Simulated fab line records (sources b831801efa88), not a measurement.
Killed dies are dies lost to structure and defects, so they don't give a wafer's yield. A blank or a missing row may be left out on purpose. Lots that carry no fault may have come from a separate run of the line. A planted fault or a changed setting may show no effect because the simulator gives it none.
fab line records -- flow gf180mcu
record lots=6, wafers=18, last-day=34
route steps=602 shown M1@315
lots untouched by any fault: they come from a run of this same line in which no faults occurred
start-h: hours from the record's first day to the start of the lot's first wafer shown -- wait-h: how many hours have passed since the lot's step before this one -- " same as the row above -- L1.1+2: one row covering several wafers at once -- - no value, or no start was given -- * or withheld: withheld -- < > ~ a bound
route shown NAME@n: a module of which the file shows steps, and the number in the route of the first -- usual: mean/standard deviation of fault-free wafers -- same: alike in all rows -- chamber/n: place in a boat -- sites: readings site by site -- _std_site: standard deviation of those values -- _edge_site: mean of outer sites minus mean of inner sites -- radius-mm: how far each site lies from the wafer's centre -- mask NAME#n: copy n -- behind: the tool/chamber that last shaped the wafer -- hold: why the lot went on hold/how many hours it stayed there/how the hold came to an end -- device: the n, p or np transistor that did not switch -- end of line: the tests these same wafers got at the end of their route -- for a step that has no rows: nothing shown but its recipe -- killed: dies lost to structure and defects at the first sort, not the wafer's yield -- map: dies across one wafer; x = killed, . = not, _ = none there
set.NAME: the setting the step ran with; set.NAME@STEP: the setting that earlier step ran with -- model.NAME: the simulator's own value behind a step, which no gauge read
certain route steps with their lots: each step a table, each wafer a row
services: from which hour (start-h, from the record's first day; less than 0 if before it) a tool's chamber was out of use, for how many hours, and why
## steps
# step GF_M1_SPUTTER_00
# recipe material=Ti, target-thk-nm=37.5, arriving-ion-energy-ev=80, substrate-temp-c=200, chamber-pressure-pa=2, power-w=4000, time-s=150
# usual throttle-valve-pct=30.1/0.81
lot.wafer,tool,chamber,start-h,wait-h,throttle-valve-pct
L926.1,pvd-sputter-03,-,382.80,0.1,30.6
L926.3,pvd-sputter-03,-,382.80,0.1,29.4
L926.4,pvd-sputter-03,-,382.80,0.1,29.7
L931.3,pvd-sputter-02,-,427.45,0.1,30.1
L931.4,pvd-sputter-02,-,427.45,0.1,30.1
L931.5,pvd-sputter-02,-,427.45,0.1,31.1
L937.3,pvd-sputter-03,-,480.95,0.2,29.6
L937.4,pvd-sputter-03,-,480.95,0.2,30.9
L937.6,pvd-sputter-03,-,480.95,0.2,30.6
L938.4,pvd-sputter-04,-,488.77,0.2,29.8
L938.5,pvd-sputter-04,-,488.77,0.2,29.7
L938.6,pvd-sputter-04,-,488.77,0.2,31.0
L939.1,pvd-sputter-04,-,494.99,0.2,30.0
L939.2,pvd-sputter-04,-,494.99,0.2,29.5
L939.6,pvd-sputter-04,-,494.99,0.2,29.8
L945.1,pvd-sputter-03,-,542.53,0.2,29.6
L945.4,pvd-sputter-03,-,542.53,0.2,29.6
L945.6,pvd-sputter-03,-,542.53,0.2,29.6
# step GF_M1_SPUTTER_01
# recipe material=TiN, target-thk-nm=30, power-w=6500, time-s=25, chamber-pressure-pa=0.4
# usual throttle-valve-pct=30.1/0.82
lot.wafer,tool,chamber,start-h,wait-h,throttle-valve-pct
L926.1,pvd-sputter-03,-,382.90,0.1,30.4
L926.3,pvd-sputter-03,-,382.90,0.1,29.5
L926.4,pvd-sputter-03,-,382.90,0.1,29.5
L931.3,pvd-sputter-02,-,427.55,0.1,30.0
L931.4,pvd-sputter-02,-,427.55,0.1,29.9
L931.5,pvd-sputter-02,-,427.55,0.1,31.0
L937.3,pvd-sputter-03,-,481.05,0.1,29.6
L937.4,pvd-sputter-03,-,481.05,0.1,31.0
L937.6,pvd-sputter-03,-,481.05,0.1,30.9
L938.4,pvd-sputter-04,-,488.87,0.1,30.0
L938.5,pvd-sputter-04,-,488.87,0.1,29.8
L938.6,pvd-sputter-04,-,488.87,0.1,30.7
L939.1,pvd-sputter-04,-,495.09,0.1,30.0
L939.2,pvd-sputter-04,-,495.09,0.1,29.5
L939.6,pvd-sputter-04,-,495.09,0.1,30.0
L945.1,pvd-sputter-03,-,542.63,0.1,29.5
L945.4,pvd-sputter-03,-,542.63,0.1,29.5
L945.6,pvd-sputter-03,-,542.63,0.1,29.5
# step GF_M1_SPUTTER_02
# recipe material=AlCu, target-thk-nm=450, power-w=10600, time-s=23.9, chamber-pressure-pa=0.4
# usual throttle-valve-pct=30.1/0.82
lot.wafer,tool,chamber,start-h,wait-h,throttle-valve-pct
L926.1,pvd-sputter-03,-,382.94,0.0,30.7
L926.3,pvd-sputter-03,-,382.94,0.0,29.5
L926.4,pvd-sputter-03,-,382.94,0.0,29.4
L931.3,pvd-sputter-02,-,427.58,0.0,30.2
L931.4,pvd-sputter-02,-,427.58,0.0,30.4
L931.5,pvd-sputter-02,-,427.58,0.0,31.1
L937.3,pvd-sputter-03,-,481.08,0.0,29.6
L937.4,pvd-sputter-03,-,481.08,0.0,30.8
L937.6,pvd-sputter-03,-,481.08,0.0,31.0
L938.4,pvd-sputter-04,-,488.90,0.0,29.9
L938.5,pvd-sputter-04,-,488.90,0.0,29.5
L938.6,pvd-sputter-04,-,488.90,0.0,31.0
L939.1,pvd-sputter-04,-,495.12,0.0,30.0
L939.2,pvd-sputter-04,-,495.12,0.0,29.7
L939.6,pvd-sputter-04,-,495.12,0.0,29.9
L945.1,pvd-sputter-03,-,542.66,0.0,29.6
L945.4,pvd-sputter-03,-,542.66,0.0,29.5
L945.6,pvd-sputter-03,-,542.66,0.0,29.3
# step GF_M1_SPUTTER_03
# recipe material=Ti, target-thk-nm=10, substrate-temp-c=300, chamber-pressure-pa=0.3, power-w=3000, time-s=6.7
# usual throttle-valve-pct=30.1/0.83
lot.wafer,tool,chamber,start-h,wait-h,throttle-valve-pct
L926.1,pvd-sputter-03,-,382.97,0.0,30.4
L926.3,pvd-sputter-03,-,382.97,0.0,29.5
L926.4,pvd-sputter-03,-,382.97,0.0,29.6
L931.3,pvd-sputter-02,-,427.61,0.0,30.2
L931.4,pvd-sputter-02,-,427.61,0.0,30.1
L931.5,pvd-sputter-02,-,427.61,0.0,31.2
L937.3,pvd-sputter-03,-,481.11,0.0,29.4
L937.4,pvd-sputter-03,-,481.11,0.0,30.9
L937.6,pvd-sputter-03,-,481.11,0.0,30.8
L938.4,pvd-sputter-04,-,488.93,0.0,29.7
L938.5,pvd-sputter-04,-,488.93,0.0,29.7
L938.6,pvd-sputter-04,-,488.93,0.0,30.8
L939.1,pvd-sputter-04,-,495.15,0.0,29.9
L939.2,pvd-sputter-04,-,495.15,0.0,29.5
L939.6,pvd-sputter-04,-,495.15,0.0,29.9
L945.1,pvd-sputter-03,-,542.69,0.0,29.3
L945.4,pvd-sputter-03,-,542.69,0.0,29.5
L945.6,pvd-sputter-03,-,542.69,0.0,29.5
# step GF_M1_SPUTTER_04
# recipe material=TiN, target-thk-nm=50, power-w=6500, time-s=41.7, chamber-pressure-pa=0.4
# usual throttle-valve-pct=30.1/0.82
lot.wafer,tool,chamber,start-h,wait-h,throttle-valve-pct
L926.1,pvd-sputter-03,-,382.99,0.0,30.7
L926.3,pvd-sputter-03,-,382.99,0.0,29.5
L926.4,pvd-sputter-03,-,382.99,0.0,29.2
L931.3,pvd-sputter-02,-,427.63,0.0,30.2
L931.4,pvd-sputter-02,-,427.63,0.0,30.2
L931.5,pvd-sputter-02,-,427.63,0.0,31.0
L937.3,pvd-sputter-03,-,481.13,0.0,29.4
L937.4,pvd-sputter-03,-,481.13,0.0,31.0
L937.6,pvd-sputter-03,-,481.13,0.0,31.1
L938.4,pvd-sputter-04,-,488.95,0.0,29.8
L938.5,pvd-sputter-04,-,488.95,0.0,29.8
L938.6,pvd-sputter-04,-,488.95,0.0,30.8
L939.1,pvd-sputter-04,-,495.17,0.0,29.8
L939.2,pvd-sputter-04,-,495.17,0.0,29.5
L939.6,pvd-sputter-04,-,495.17,0.0,29.8
L945.1,pvd-sputter-03,-,542.71,0.0,29.3
L945.4,pvd-sputter-03,-,542.71,0.0,29.6
L945.6,pvd-sputter-03,-,542.71,0.0,29.2
# step GF_M1_RS_MEAS_05
# recipe thk-meas-gauge=four-point-probe, reads=TiN_of_M1_SPUTTER_04+Ti_of_M1_SPUTTER_03+AlCu_of_M1_SPUTTER_02+TiN_of_M1_SPUTTER_01+Ti_of_M1_SPUTTER_00
# usual M1_ALCU_RS=0.0694/0.00093
lot.wafer,tool,chamber,start-h,wait-h,M1_ALCU_RS[ohm/sq]
L926.1,film-metro-04,-,383.03,0.0,0.0682
L926.3,film-metro-04,-,383.03,0.0,0.0690
L926.4,film-metro-04,-,383.03,0.0,0.0703
L931.3,film-metro-03,-,427.71,0.1,0.0694
L931.4,film-metro-03,-,427.71,0.1,0.0696
L931.5,film-metro-03,-,427.71,0.1,0.0716
L937.3,film-metro-01,-,481.21,0.1,0.0715
L937.4,film-metro-01,-,481.21,0.1,0.0690
L937.6,film-metro-01,-,481.21,0.1,0.0704
L938.4,film-metro-01,-,489.05,0.1,0.0699
L938.5,film-metro-01,-,489.05,0.1,0.0702
L938.6,film-metro-01,-,489.05,0.1,0.0702
L939.1,film-metro-01,-,495.21,0.0,0.0691
L939.2,film-metro-01,-,495.21,0.0,0.0708
L939.6,film-metro-01,-,495.21,0.0,0.0707
L945.1,film-metro-03,-,542.75,0.0,0.0696
L945.4,film-metro-03,-,542.75,0.0,0.0714
L945.6,film-metro-03,-,542.75,0.0,0.0711
# step GF_M1_THK_MEAS_06
# recipe thk-meas-gauge=xrf, reads=AlCu_of_M1_SPUTTER_02
# usual M1_ALCU_THK=450/6.5
lot.wafer,tool,chamber,start-h,wait-h,M1_ALCU_THK[nm]
L926.1,film-metro-04,-,383.15,0.1,460
L926.3,film-metro-04,-,383.15,0.1,455
L926.4,film-metro-04,-,383.15,0.1,446
L931.3,film-metro-03,-,427.81,0.1,450
L931.4,film-metro-03,-,427.81,0.1,445
L931.5,film-metro-03,-,427.81,0.1,433
L937.3,film-metro-01,-,481.31,0.1,439
L937.4,film-metro-01,-,481.31,0.1,452
L937.6,film-metro-01,-,481.31,0.1,442
L938.4,film-metro-01,-,489.14,0.1,447
L938.5,film-metro-01,-,489.14,0.1,446
L938.6,film-metro-01,-,489.14,0.1,446
L939.1,film-metro-01,-,495.33,0.1,452
L939.2,film-metro-01,-,495.33,0.1,443
L939.6,film-metro-01,-,495.33,0.1,444
L945.1,film-metro-03,-,542.87,0.1,445
L945.4,film-metro-03,-,542.87,0.1,436
L945.6,film-metro-03,-,542.87,0.1,437
# step GF_M1_DEHYDRATE_07
# recipe temp-c=200, time-s=60
# step GF_M1_HMDS_08
# recipe prime-time-s=60, prime-temp-c=120
# step GF_M1_COAT_09
# recipe resist=KrF, spin-rpm=withheld, resist-thk-nm=1000
# step GF_M1_SOFTBAKE_10
# recipe temp-c=130, time-s=60, resist=KrF
# step GF_M1_EXPOSE_11
# recipe mask-id=Metal1, target-cd-nm=230, na=0.68, source-shape=conventional, sigma-outer=0.6, dose-mj=28
# step GF_M1_PEB_12
# recipe peb-temp-c=135, peb-time-s=90, resist=KrF
# usual chill-plate-temp-C=23.01/0.12, exhaust-pa=45.1/0.86, plate-temp-C=135.01/0.15
lot.wafer,tool,chamber,start-h,wait-h,chill-plate-temp-C,exhaust-pa,plate-temp-C
L926.1,litho-track-02,0,405.73,-,23.02,45.1,134.88
L926.3,litho-track-02,0,405.73,-,22.91,44.7,134.77
L926.4,litho-track-02,0,405.73,-,22.94,45.5,135.21
L931.3,litho-track-04,0,452.17,-,23.00,44.7,134.98
L931.4,litho-track-04,0,452.17,-,23.13,44.5,134.89
L931.5,litho-track-04,0,452.17,-,22.98,45.7,134.78
L937.3,litho-track-02,-,504.85,-,-,-,-
L937.4,litho-track-02,-,504.85,-,-,-,-
L937.6,litho-track-02,-,504.85,-,-,-,-
L938.4,litho-track-02,-,512.23,-,-,-,-
L938.5,litho-track-02,-,512.23,-,-,-,-
L938.6,litho-track-02,-,512.23,-,-,-,-
L939.1,litho-track-04,0,517.40,-,22.88,45.6,135.12
L939.2,litho-track-04,0,517.40,-,23.09,45.0,135.09
L939.6,litho-track-04,0,517.40,-,23.05,45.6,134.93
L945.1,litho-track-02,0,564.88,-,23.02,44.3,135.17
L945.4,litho-track-02,0,564.88,-,23.11,44.7,135.02
L945.6,litho-track-02,0,564.88,-,23.02,43.2,134.94
# step GF_M1_DEVELOP_13
# recipe develop-time-s=60, dev-temp-c=21
## services
tool,chamber,start-h,hours,kind
pvd-sputter-03,-,378.94,2.3,repair
pvd-sputter-04,-,412.21,11.4,repair
pvd-sputter-02,-,452.88,8.6,repair
pvd-sputter-02,-,511.99,2.3,repair
pvd-sputter-03,-,527.28,3.6,repair
pvd-sputter-04,-,538.64,5.5,repair
## key
first-sign step=GF_M1_PEB_12, reading=tool-record, direction=missing
effect none on later readings
met-at GF_M1_PEB_12
struck-wafers L937.3,L937.4,L937.6,L938.4,L938.5,L938.6
later-rows-left-out L937.3,L937.4,L937.6,L938.4,L938.5,L938.6
sort-left-out L937.3,L937.4,L937.6,L938.4,L938.5,L938.6
onset-between 405.73 504.85
fault kind=skipped-step-whole, tool=litho-track-02, chamber=-, onset-h=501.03, steps=GF_M1_PEB_12, scope=struck-lots-only
# sort-left-out: the simulated sort isn't trusted on such a fault, so these wafers' sort isn't shown, and their yield isn't known
# later-rows-left-out: the simulator's readings of these wafers behind a module that went badly wrong aren't trusted and aren't shown, but for the sort
